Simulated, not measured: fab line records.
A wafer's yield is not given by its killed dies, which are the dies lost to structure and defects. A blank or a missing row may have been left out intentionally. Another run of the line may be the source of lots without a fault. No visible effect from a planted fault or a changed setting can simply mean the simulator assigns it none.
The tool behind it: which one? | flow sky130 | 21 wafers sampled from 7 lots at 1 step of a route of 708

## WHAT THE GAUGES READ, wafer by wafer
SKY_VIA2_OVL_MEAS_13.
lot  | measured     | on         | VIA2_OVL (nm)
L564 | day 36 15:07 | overlay-01 | 6 11 0
L570 | day 38 14:25 | overlay-01 | -8 -1 -9
L572 | day 39 03:42 | overlay-01 | 9 6 9
L575 | day 40 06:46 | overlay-02 | 5 -5 -1
L580 | day 42 09:38 | overlay-02 | 2 6 5
L584 | day 42 18:13 | overlay-01 | 7 2 3
L586 | day 43 08:22 | overlay-01 | -5 4 -7

## WHAT TOOL EACH LOT RAN ON (gives the tool, then ch and the chambers of the sampled wafers, and finally the start)
No process step before these readings appears in the record.

## THE ANSWER, worked out from the rows above alone
Rule: usual is defined by the lots themselves. The widest of any qualifying gaps counts: lots, ordered by their means at a reading, are off when they make up no more than a third of the lots, leave a main group of 4 or more, and stand apart from it by 3 or more times the standard deviation of that group's means. If all means in a main group match to the digits the tables above print for the reading, that group is not used. Also off: a lot with no number at a reading for which 4 or more lots have one. All remaining lots with rows at the step are treated as sound.
No lot is off on any of the readings shown, so nothing can be concluded from this.

## WHAT THE SIMULATOR HAD PUT IN
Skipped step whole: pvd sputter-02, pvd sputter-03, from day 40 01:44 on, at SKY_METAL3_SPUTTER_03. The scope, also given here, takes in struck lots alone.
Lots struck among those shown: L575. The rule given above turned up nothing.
